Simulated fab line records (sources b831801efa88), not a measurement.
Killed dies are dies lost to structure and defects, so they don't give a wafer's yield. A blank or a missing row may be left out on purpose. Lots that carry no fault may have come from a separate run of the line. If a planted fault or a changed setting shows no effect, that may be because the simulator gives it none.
A single fault, viewed from 2 desks -- flow sfq_line -- every desk sees just its own numbers, and what lay behind them comes last

FROM THE METROLOGY DESK
What the gauges read for every lot (on any tool): the sampled wafers with a number, averaged. The brackets show how far a lot's mean lies from the usual mean; more than 4 standard deviations puts the lot out of limits, marked OUT.
Columns: A = M1_OVL at SFQ_M1_OVL_MEAS_911, usual 3 nm; B = I1_BOW at SFQ_I1_BOW_MEAS_912, usual 1 um; C = I1_OVL at SFQ_I1_OVL_MEAS_913, usual -1 nm
lot,first seen here,A,B,C
L214,day 18 04:05,10,-11,-2
L216,day 18 12:31,9,-2,1
L217,day 19 01:48,-2,4,2
L222,day 20 10:13,8,5,-6
L227,day 21 21:17,5,-7,1
L230,day 22 18:08,-11,6,1
This desk found nothing out of limits on any of the 6 lots.

DESK OF THE TOOL OWNER: krf_scanner-02
The tool's own readings at SFQ_TRILAYER_I1_VIA_LITHO_EXPOSE_050 (exposes mask I1, target cd 500 nm): means of the sampled wafers that have a number, for each lot that ran on this tool. The brackets show how far a lot's mean lies from the usual mean; more than 4 standard deviations puts the lot out of limits, marked OUT.
Columns: A = exposure_dose_mJ_cm2 at SFQ_TRILAYER_I1_VIA_LITHO_EXPOSE_050, usual 21.300
lot,first seen here,A
L214,day 23 11:38,21.286
L216,day 23 21:23,22.495 (+70) OUT
L217,day 24 07:47,22.471 (+69) OUT
Finding of this desk: L216, L217 out of limits; the first was L216 at day 23 21:23, on exposure_dose_mJ_cm2 at SFQ_TRILAYER_I1_VIA_LITHO_EXPOSE_050. L214: within limits.

PUT TOGETHER
An alarm could have come from the tool owner's desk at day 23 21:23, on L216, L217.
From the metrology desk's view, nothing was out of limits.
The metrology desk has L216, L217 on record, within its limits.
The lots listed all ran SFQ_TRILAYER_I1_VIA_LITHO_EXPOSE_050 on krf_scanner-02.

WHAT HAD BEEN PUT IN BY THE SIMULATOR
Process parameter drift: krf_scanner-02, from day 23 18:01 on, at SFQ_TRILAYER_I1_VIA_LITHO_EXPOSE_050. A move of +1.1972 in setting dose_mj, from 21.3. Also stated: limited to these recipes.
Lots struck among those shown: L216, L217.
Each desk's first reading out of limits, in hours after the fault started: the tool owner's desk, 3.
